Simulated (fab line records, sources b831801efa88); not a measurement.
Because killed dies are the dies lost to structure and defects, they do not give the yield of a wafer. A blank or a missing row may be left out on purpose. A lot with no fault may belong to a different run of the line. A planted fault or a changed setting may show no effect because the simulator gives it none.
Comparing a struck lot with a sound one | flow sky130 | 17 steps out of a route of 708
Sound: wafers L241.1, L241.2, L241.6. The struck wafers were L227.2, L227.3, L227.4. The cause is given at the end.
Each step with rows lists, per side, the tool, then ch with its chambers, then its first start. Under that, the readings that differ: sound wafers | struck wafers | difference of the means | sigmas: that difference in standard deviations of wafers without a fault.
alike: readings with means less than 2 such deviations apart, plus words and numbers identical on both sides. not compared: withheld readings, readings lacking a value on some wafer, bounds such as >300 that could conceal the same value, and numbers that have no deviation in the record and whose values overlap.
A row with sigmas, a row that says differs or no value, or rows on one side alone: a step with any of these is where the two part. Non-overlapping numbers with no deviation appear without sigmas and do not part them. A reading missing from all wafers of one side parts the sides only when that side holds two or more wafers.

first, 1 step without rows for these wafers: SKY_VT_ADJUST_LVTN_IMPLANT_19.
SKY_VT_ADJUST_LVTN_STRIP_20: strips in O2/N2.
  sound on plasma asher-03 ch 0,1, day 13 09:06; struck on plasma asher-01 ch 0,1, day 9 01:54
  alike: drypump motor current A, oes product au, strip time to endpoint s
  not compared: rf hours counter h
SKY_VT_ADJUST_LVTN_TW_MEAS_21:
  struck on film metro-01, day 9 02:01; sound on film metro-01, day 13 09:12
  alike: VT_ADJUST_LVTN_2_TW
then, 7 steps without rows for these wafers: SKY_VT_ADJUST_NCORE_DEHYDRATE_00 (time 60 s); SKY_VT_ADJUST_NCORE_HMDS_01 (prime time 60 s); SKY_VT_ADJUST_NCORE_COAT_02 (resist thk 1140 nm); SKY_VT_ADJUST_NCORE_SOFTBAKE_03 (time 60 s); SKY_VT_ADJUST_NCORE_EXPOSE_04 (exposes mask LVTN COMPLEMENT THIN, target cd 380 nm); SKY_VT_ADJUST_NCORE_PEB_05; SKY_VT_ADJUST_NCORE_DEVELOP_06 (develop time 60 s).
SKY_VT_ADJUST_NCORE_CD_MEAS_07: target cd 380 nm.
  struck on cd sem-02, day 9 23:05; sound on cd sem-01, day 14 10:43
  alike: cd nm
SKY_VT_ADJUST_NCORE_OVL_MEAS_08:
  struck on overlay-02, day 9 23:12; sound on overlay-02, day 14 10:50
  alike: VT_ADJUST_NCORE_OVL
SKY_VT_ADJUST_NCORE_IMPLANT_09:
  sound on implanter-01 ch 0, day 14 10:52; struck on implanter-04 ch 0, day 9 23:34
SKY_VT_ADJUST_NCORE_STRIP_10: strips in O2/N2.
  sound on plasma asher-03 ch 0,1, day 14 11:01; struck on plasma asher-03 ch 0,1, day 9 23:42
  alike: drypump motor current A, oes product au, strip time to endpoint s
  not compared: rf hours counter h
SKY_VT_ADJUST_NCORE_TW_MEAS_11:
  struck on film metro-01, day 10 00:02; sound on film metro-03, day 14 11:07
  reading            | sound             | struck            | difference | sigmas
  VT_ADJUST_NCORE_TW | 218.4 218.4 219.1 | 273.1 271.2 271.3 | +53.2      | +30
then, 1 step without rows for these wafers: SKY_VT_ADJUST_HVTR_DEHYDRATE_00 (time 60 s).
SKY_PAD_OPEN_PROBE_99:
  the record has rows for the sound wafers here (prober-01, day 50 15:51) and none for the struck ones

== WHERE THEY PART ==
At SKY_VT_ADJUST_NCORE_TW_MEAS_11 first; at SKY_PAD_OPEN_PROBE_99 last (within this record only).

WHY: what the simulator had put in
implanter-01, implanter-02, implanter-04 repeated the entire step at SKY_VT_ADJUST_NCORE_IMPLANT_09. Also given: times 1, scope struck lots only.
